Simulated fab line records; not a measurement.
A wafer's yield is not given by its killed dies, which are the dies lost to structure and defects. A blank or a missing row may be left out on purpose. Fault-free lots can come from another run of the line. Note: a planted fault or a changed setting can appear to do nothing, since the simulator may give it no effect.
Chamber matching ; flow gf180mcu ; 4 sister chambers for GF_V1_CMP_26 on cmp-02
The step polishes, stops on SiO2, t overpolish 15 s, target thk 0 nm. 18 wafers are shown with their chamber, then 9 later ones without.

WAFERS PAIRED WITH THEIR CHAMBERS
wafer;chamber;motor current A (A);slurry filter dp kPa (kPa);time to endpoint s (s)
L901.2;3;12.2;13.66;83.1
L901.3;2;11.6;13.46;83.8
L901.4;1;9.3;13.50;84.4
L902.3;0;10.5;13.52;90.0
L902.5;1;10.3;13.51;89.7
L902.6;2;11.5;13.43;88.2
L903.2;3;12.7;13.48;85.1
L903.3;0;10.1;13.62;87.4
L903.4;2;10.9;13.35;85.9
L913.1;3;12.5;13.68;78.5
L913.2;2;11.0;13.23;82.2
L913.5;1;10.0;13.38;80.7
L914.3;3;12.2;13.63;83.5
L914.4;1;9.7;13.73;83.5
L914.5;1;9.7;13.39;81.8
L915.2;2;11.9;13.49;86.3
L915.3;1;10.0;13.58;85.1
L915.6;0;10.7;13.63;87.9

SIGNATURES (means of the wafers above)
reading;chamber 0;chamber 1;chamber 2;chamber 3;scatter within a chamber
motor current A;10.433;9.833;11.380;12.400;0.345
slurry filter dp kPa;13.5900;13.5150;13.3920;13.6125;0.107
time to endpoint s;88.433;84.200;85.280;82.550;2.66
Rule: for each reading, subtract the chamber's mean from the wafer's reading, divide by that reading's scatter and square the result; add these up over the readings and take the root, which gives the wafer's distance from the chamber. If the next closest chamber is less than 2 further off than the closest, the wafer can't be placed; otherwise it belongs to the closest. How the scatter is found: for the shown wafers, subtract from each reading the mean of its chamber, square and add these, divide the total by (wafers less chambers), then take the root.

WAFERS WHOSE CHAMBER IS MISSING
wafer;motor current A (A);slurry filter dp kPa (kPa);time to endpoint s (s)
L916.2;11.0;13.38;83.7
L916.3;10.5;13.43;82.9
L916.6;10.4;13.37;85.5
L917.1;11.2;13.35;87.0
L917.4;10.0;13.65;85.4
L917.5;13.0;13.34;84.1
L922.1;9.9;13.43;80.8
L922.2;12.8;13.48;80.8
L922.3;10.9;13.47;84.3

WHICH CHAMBER EACH WENT THROUGH
wafer;from the rows above;in truth
L916.2;can't be placed: 2 or 0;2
L916.3;can't be placed: 1 or 0 or 2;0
L916.6;can't be placed: 1 or 0 or 2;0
L917.1;2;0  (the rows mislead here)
L917.4;can't be placed: 1 or 0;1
L917.5;can't be placed: 3 or 2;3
L922.1;1;1
L922.2;3;3
L922.3;can't be placed: 2 or 0 or 1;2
Correctly placed: 2 of 9. Cannot be placed on the basis of these rows: 6; the candidates contain the true chamber in 6. 1 placed wrongly.
